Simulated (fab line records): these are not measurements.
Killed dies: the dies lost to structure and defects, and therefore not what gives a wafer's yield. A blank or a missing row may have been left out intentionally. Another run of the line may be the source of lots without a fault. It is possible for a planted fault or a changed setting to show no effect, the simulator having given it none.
fab line records    flow gf180mcu
record: lots: 15  wafers: 42  last-day: 34
route steps=602 shown POLY_GATE@170 V1@337 V4@491 MIM@523
lots untouched by any fault: they come from a run of this same line in which no faults occurred
start-h: hours from the record's opening day to when the first of the lot's shown wafers began    wait-h: how many hours have passed since the lot's step before this one    " the same as in the row above    L1.1+2: a row that stands for several wafers    - either no value or no given start    * or withheld: withheld    < > ~ a bound
route shown NAME@n: NAME is a module with steps in the file, n the number in the route of the first one    usual: mean/standard deviation of fault-free wafers    same: alike in all rows    chamber/n: place in a boat    sites: each site's reading    _std_site: their standard deviation    _edge_site: the outer-site mean with the inner-site mean subtracted    radius-mm: how far each site lies from the wafer's centre    mask NAME#n: copy n    behind: the last tool/chamber to shape the wafer    hold: reason for holding the lot/hours on hold/outcome of the hold    device: the transistor (n, p or np) that didn't switch    end of line: the same wafers' tests at the end of the route    where a step has no rows: the recipe by itself    killed: at the first sort, the dies lost to defects and structure; wafer yield is something else    map: a wafer's dies, x killed, . not, _ none there
set.NAME: the setting as run; set.NAME@STEP: as run at that earlier step    model.NAME: the simulator's own value behind a step, which no gauge read
a sample of lots followed through the steps of the route, with each step as a table and each wafer as a row
services: from which hour (start-h, from the record's first day; less than 0 if before it) a tool's chamber was out of use, for how many hours, and why
== steps ==
step: GF_POLY_GATE_ETCH_13
recipe: target: poly-Si  target-depth-nm: 198.5  stop-on: SiO2  over-etch-frac: 0.403  chemistry: HBr/Cl2  icp-w: 400  bias-w: 100  pressure-mtorr: 10  HBr_flow_sccm: 150  Cl2_flow_sccm: 50  time-s: 69.6
usual: drypump-motor-current-A: 5.7/0.31  oes-product-au: 0.990/0.0062  over-etch-frac: 0.403/0  throttle-valve-pct: 33.684/0.0091
lot.wafer  tool       chamber  start-h  wait-h  drypump-motor-current-A  oes-product-au  over-etch-frac  rf-hours-counter-h  throttle-valve-pct
L279.4     rie-si-02  2        193.40   -       5.6                      0.992           0.403           3                   33.674
L279.5     "          2        "        "       5.6                      0.987           0.403           -                   33.683
L279.6     "          3        "        "       5.3                      0.985           0.403           -                   33.685
L280.2     rie-si-02  1        196.78   -       5.9                      0.986           0.403           0                   33.686
L280.3     "          3        "        "       5.3                      0.995           0.403           59                  33.698
L280.6     "          0        "        "       5.8                      0.985           0.403           -                   33.684
L281.1     rie-si-01  1        207.45   -       6.2                      0.991           0.403           37                  33.685
L281.3     "          0        "        "       5.1                      0.995           0.403           79                  33.692
L281.4     "          2        "        "       5.9                      0.987           0.403           15                  33.684
L282.1     rie-si-02  0        217.70   -       5.8                      0.986           0.403           103                 33.698
L282.5     "          1        "        "       5.9                      0.984           0.403           -                   33.676
L282.6     "          2        "        "       5.6                      0.983           0.403           -                   33.675
L283.1     rie-si-01  3        220.45   -       5.6                      0.997           0.403           1                   33.691
L283.2     "          0        "        "       5.1                      0.997           0.403           79                  33.686
L283.5     "          0        "        "       5.1                      0.998           0.403           -                   33.694
L284.1     rie-si-02  2        227.20   -       5.6                      0.993           0.403           4                   33.676
L284.2     "          0        "        "       5.8                      0.992           0.403           103                 33.680
L284.6     "          0        "        "       5.8                      0.986           0.403           -                   33.679
L285.1     rie-si-02  2        237.05   -       5.6                      0.984           0.403           4                   33.686
L285.5     "          0        "        "       5.8                      0.993           0.403           -                   33.675
L285.6     "          1        "        "       5.9                      0.990           0.403           -                   33.683
L292.3     rie-si-01  0        288.40   -       5.1                      1.000           0.3648          79                  33.678
L292.6     "          2        "        "       5.8                      0.998           0.403           -                   33.684
L293.2     rie-si-01  2        292.00   -       5.9                      1.004           0.3648          16                  33.692
L293.6     "          1        "        "       6.2                      0.994           0.403           -                   33.677
L294.3     rie-si-01  1        307.23   -       6.1                      0.987           0.3648          38                  33.692
L294.6     "          0        "        "       5.1                      0.998           0.403           -                   33.671
L296.3     rie-si-02  3        321.19   -       5.3                      0.990           0.403           60                  33.706
L296.4     "          0        "        "       5.8                      0.981           0.403           0                   33.678
L296.5     "          3        "        "       5.3                      0.995           0.403           -                   33.679
L297.1     rie-si-02  0        327.25   -       5.8                      0.991           0.403           0                   33.671
L297.2     "          3        "        "       5.3                      0.986           0.403           60                  33.669
L297.6     "          2        "        "       5.6                      0.990           0.403           -                   33.684
L299.4     rie-si-02  3        346.64   -       5.3                      0.985           0.403           61                  33.666
L299.5     "          0        "        "       5.8                      0.978           0.403           -                   33.680
L299.6     "          1        "        "       5.9                      0.992           0.403           -                   33.691
L300.3     rie-si-02  0        352.95   -       5.8                      0.988           0.403           0                   33.681
L300.4     "          1        "        "       5.9                      0.981           0.403           2                   33.679
L300.5     "          2        "        "       5.6                      0.991           0.403           -                   33.672
L301.1     rie-si-02  1        357.28   -       5.9                      0.982           0.403           2                   33.687
L301.4     "          2        "        "       5.6                      0.983           0.403           5                   33.678
L301.5     "          0        "        "       5.8                      0.982           0.403           -                   33.690
step: GF_V1_CVD_02
recipe: material: SiO2  target-thk-nm: 850  precursor: TEOS  temp-c: 400  time-s: 94.851  rf-w: 600
usual: heater-power-w: 650/71
lot.wafer  tool      chamber  start-h  wait-h  heater-power-w  since-wet-clean-h
L279.4     pecvd-02  0        381.24   0.1     675             -
L279.5     "         1        "        "       574             -
L279.6     "         2        "        "       769             -
L280.2     pecvd-01  1        384.28   0.0     680             1
L280.3     "         0        "        "       735             1
L280.6     "         0        "        "       750             -
L281.1     pecvd-01  1        397.91   0.1     600             15
L281.3     "         0        "        "       758             15
L281.4     "         0        "        "       785             -
L282.1     pecvd-04  2        411.18   0.1     590             445
L282.5     "         1        "        "       605             -
L282.6     "         0        "        "       721             -
L283.1     pecvd-04  0        419.18   0.1     669             453
L283.2     "         1        "        "       546             453
L283.5     "         1        "        "       570             -
L284.1     pecvd-02  2        425.42   0.1     695             667
L284.2     "         0        "        "       656             667
L284.6     "         2        "        "       744             -
L285.1     pecvd-02  2        440.37   0.1     718             682
L285.5     "         0        "        "       538             -
L285.6     "         2        "        "       744             -
L292.3     pecvd-02  2        503.85   0.0     686             746
L292.6     "         0        "        "       536             -
L293.2     pecvd-01  1        507.48   0.0     720             125
L293.6     "         0        "        "       743             -
L294.3     pecvd-02  2        527.74   0.0     663             770
L294.6     "         0        "        "       525             -
L296.3     pecvd-02  1        543.92   0.0     628             786
L296.4     "         1        "        "       495             -
L296.5     "         0        "        "       530             -
L297.1     pecvd-01  0        550.58   0.1     692             168
L297.2     "         1        "        "       633             168
L297.6     "         0        "        "       739             -
L299.4     pecvd-02  2        567.66   0.1     762             -
L299.5     "         1        "        "       499             -
L299.6     "         0        "        "       696             -
L300.3     pecvd-02  1        574.26   0.0     606             816
L300.4     "         0        "        "       638             -
L300.5     "         2        "        "       713             -
L301.1     pecvd-02  1        577.93   0.1     618             820
L301.4     "         1        "        "       479             -
L301.5     "         2        "        "       693             -
step: GF_V4_OVL_MEAS_15
usual: V4_OVL: -1/6.2
lot.wafer  tool        chamber  start-h  wait-h  V4_OVL[nm]
L279.4     overlay-01  -        556.98   0.1     -7
L279.5     "           -        "        "       -1
L279.6     "           -        "        "       -2
L280.2     overlay-01  -        558.57   0.1     1
L280.3     "           -        "        "       -10
L280.6     "           -        "        "       2
L281.1     overlay-01  -        574.21   0.1     1
L281.3     "           -        "        "       1
L281.4     "           -        "        "       -3
L282.1     overlay-01  -        583.01   0.1     9
L282.5     "           -        "        "       8
L282.6     "           -        "        "       8
L283.1     overlay-02  -        593.26   0.1     -1
L283.2     "           -        "        "       6
L283.5     "           -        "        "       -5
L284.1     overlay-01  -        599.41   0.1     7
L284.2     "           -        "        "       3
L284.6     "           -        "        "       2
L285.1     overlay-01  -        611.06   0.1     7
L285.5     "           -        "        "       2
L285.6     "           -        "        "       4
L292.3     overlay-02  -        665.80   0.1     -6
L292.6     "           -        "        "       3
L293.2     overlay-01  -        667.72   0.1     11
L293.6     "           -        "        "       18
L294.3     overlay-02  -        684.37   0.1     -5
L294.6     "           -        "        "       9
L296.3     overlay-01  -        698.00   0.1     0
L296.4     "           -        "        "       6
L296.5     "           -        "        "       5
L297.1     overlay-01  -        702.41   0.1     12
L297.2     "           -        "        "       0
L297.6     "           -        "        "       2
L299.4     overlay-01  -        716.66   0.1     3
L299.5     "           -        "        "       -2
L299.6     "           -        "        "       7
L300.3     overlay-01  -        721.77   0.1     -11
L300.4     "           -        "        "       -4
L300.5     "           -        "        "       -7
L301.1     overlay-02  -        724.49   0.1     -7
L301.4     "           -        "        "       -6
L301.5     "           -        "        "       -7
step: GF_MIM_STRIP_20
recipe: chemistry: O2/N2  power-w: 1400  pressure-mtorr: 1500  platen-temp-c: 250  o2-flow-sccm: 3000  n2-flow-sccm: 300  overash-fraction: 0.5
usual: drypump-motor-current-A: 5.9/0.57  heater-power-w: 350/28  o2-flow-sccm: 3001/8.4  oes-product-au: 0.691/0.0047  strip-time-to-endpoint-s: 11.20/0.038
same: overash-fraction: 0.5
lot.wafer  tool             chamber  start-h  wait-h  drypump-motor-current-A  heater-power-w  o2-flow-sccm  oes-product-au  rf-hours-counter-h  strip-time-to-endpoint-s
L279.4     plasma-asher-01  0        580.61   0.1     6.4                      336             3020          0.691           -                   11.28
L279.5     "                1        "        "       5.6                      397             2999          0.688           -                   11.19
L279.6     "                0        "        "       6.3                      338             3011          0.693           -                   11.23
L280.2     plasma-asher-02  1        582.60   0.0     5.0                      339             3005          0.685           47                  11.19
L280.3     "                0        "        "       5.3                      323             3002          0.686           -                   11.20
L280.6     "                1        "        "       5.0                      338             2993          0.690           -                   11.18
L281.1     plasma-asher-01  1        597.55   0.0     5.6                      401             3008          0.691           93                  11.22
L281.3     "                1        "        "       5.6                      394             2981          0.690           -                   11.21
L281.4     "                0        "        "       6.3                      338             2992          0.694           -                   11.21
L282.1     plasma-asher-03  0        606.56   0.0     6.1                      375             3002          0.693           18                  11.19
L282.5     "                0        "        "       6.1                      363             3015          0.683           -                   11.20
L282.6     "                1        "        "       6.7                      331             3004          0.686           -                   11.22
L283.1     plasma-asher-02  0        616.30   0.0     5.3                      319             3007          0.684           51                  11.19
L283.2     "                1        "        "       5.0                      334             3001          0.691           51                  11.26
L283.5     "                0        "        "       5.3                      321             3006          0.695           -                   11.18
L284.1     plasma-asher-01  0        621.89   0.0     6.3                      329             3006          0.684           95                  11.24
L284.2     "                1        "        "       5.6                      395             3003          0.704           95                  11.26
L284.6     "                1        "        "       5.6                      407             3005          0.693           -                   11.22
L285.1     plasma-asher-03  1        633.41   0.0     6.7                      337             3010          0.681           21                  11.16
L285.5     "                0        "        "       6.1                      355             2996          0.685           -                   11.18
L285.6     "                1        "        "       6.7                      343             3016          0.693           -                   11.20
L292.3     plasma-asher-03  0        686.19   0.1     6.1                      360             2995          0.689           -                   11.20
L292.6     "                0        "        "       6.1                      355             3000          0.689           -                   11.14
L293.2     plasma-asher-03  1        688.15   0.0     6.7                      337             3005          0.685           24                  11.13
L293.6     "                0        "        "       6.1                      361             3007          0.691           -                   11.15
L294.3     plasma-asher-03  0        704.94   0.1     6.1                      361             3006          0.694           -                   11.25
L294.6     "                1        "        "       6.7                      334             3004          0.693           -                   11.25
L296.3     plasma-asher-02  1        717.52   0.1     5.0                      330             3000          0.693           -                   11.17
L296.4     "                0        "        "       5.3                      326             2990          0.686           -                   11.22
L296.5     "                1        "        "       5.0                      335             3002          0.691           -                   11.20
L297.1     plasma-asher-03  0        721.89   0.0     6.1                      363             3004          0.694           28                  11.25
L297.2     "                1        "        "       6.6                      330             3011          0.696           28                  11.18
L297.6     "                0        "        "       6.1                      370             3007          0.683           -                   11.24
L299.4     plasma-asher-02  1        736.12   0.1     5.0                      332             3002          0.680           -                   11.14
L299.5     "                0        "        "       5.3                      314             3009          0.688           -                   11.17
L299.6     "                1        "        "       5.0                      344             3015          0.684           -                   11.15
L300.3     plasma-asher-02  1        740.61   0.1     5.0                      334             3004          0.693           -                   11.21
L300.4     "                0        "        "       5.3                      316             3013          0.697           -                   11.25
L300.5     "                1        "        "       5.0                      339             3015          0.690           -                   11.23
L301.1     plasma-asher-03  0        743.42   0.1     6.1                      351             2991          0.689           31                  11.18
L301.4     "                0        "        "       6.1                      352             2993          0.689           -                   11.17
L301.5     "                1        "        "       6.7                      336             3007          0.695           -                   11.24
== services ==
tool             chamber  start-h  hours  kind
plasma-asher-03  -        178.55   2.1    repair
plasma-asher-02  -        183.16   8.9    repair
rie-si-01        -        212.35   2.8    pm
rie-si-01        1        237.12   7.0    repair
plasma-asher-02  -        269.20   20.8   repair
rie-si-01        -        351.00   0.7    repair
plasma-asher-02  -        369.05   0.8    repair
plasma-asher-03  -        390.25   1.5    repair
plasma-asher-03  -        421.25   9.0    pm
rie-si-02        -        432.27   0.3    repair
pecvd-02         1        442.12   4.0    repair
rie-si-02        1        449.14   7.8    repair
plasma-asher-03  -        466.03   2.8    repair
rie-si-02        0        499.96   2.2    repair
rie-si-02        0        525.08   1.7    repair
rie-si-02        3        527.48   7.9    repair
rie-si-02        1        548.49   10.7   repair
rie-si-02        -        588.50   0.8    repair
pecvd-02         -        591.12   14.0   pm
plasma-asher-03  -        637.33   4.2    repair
plasma-asher-03  -        652.72   15.6   pm
rie-si-02        0        660.23   2.6    repair
plasma-asher-03  -        680.19   3.6    repair
plasma-asher-02  -        718.16   14.6   pm
== key ==
first-sign: step: GF_POLY_GATE_ETCH_13  reading: over-etch-frac  direction: down  sigmas: 99+  usual: 0.403  struck: 0.3648
effect none on later readings
met-at GF_POLY_GATE_ETCH_13
struck-lots L292,L293,L294
struck-wafers L292.3,L293.2,L294.3
sort-left-out L292.3
tester-left-out L292,L293,L294
not-acting-at GF_V1_CVD_02,GF_V4_OVL_MEAS_15,GF_MIM_STRIP_20
onset-between 220.45 288.40
fault: kind: process-parameter-drift  tool: rie-si-01  chamber: -  onset-h: 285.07  steps: GF_POLY_GATE_ETCH_13  channel: over-etch-frac  offset: -0.0382  shape: step  end-h: 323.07  scope: struck-wafers-only  stated: 0.403
tester-left-out: of these lots the tester's yield and bins aren't shown, on N5 and GAA mostly nor the transistor test; their killed dies are dies lost to structure and defects alone, not to doping, threshold or leakage, so they don't give the yield
sort-left-out: the simulated sort isn't trusted on such a fault, so these wafers' sort isn't shown, and their yield isn't known
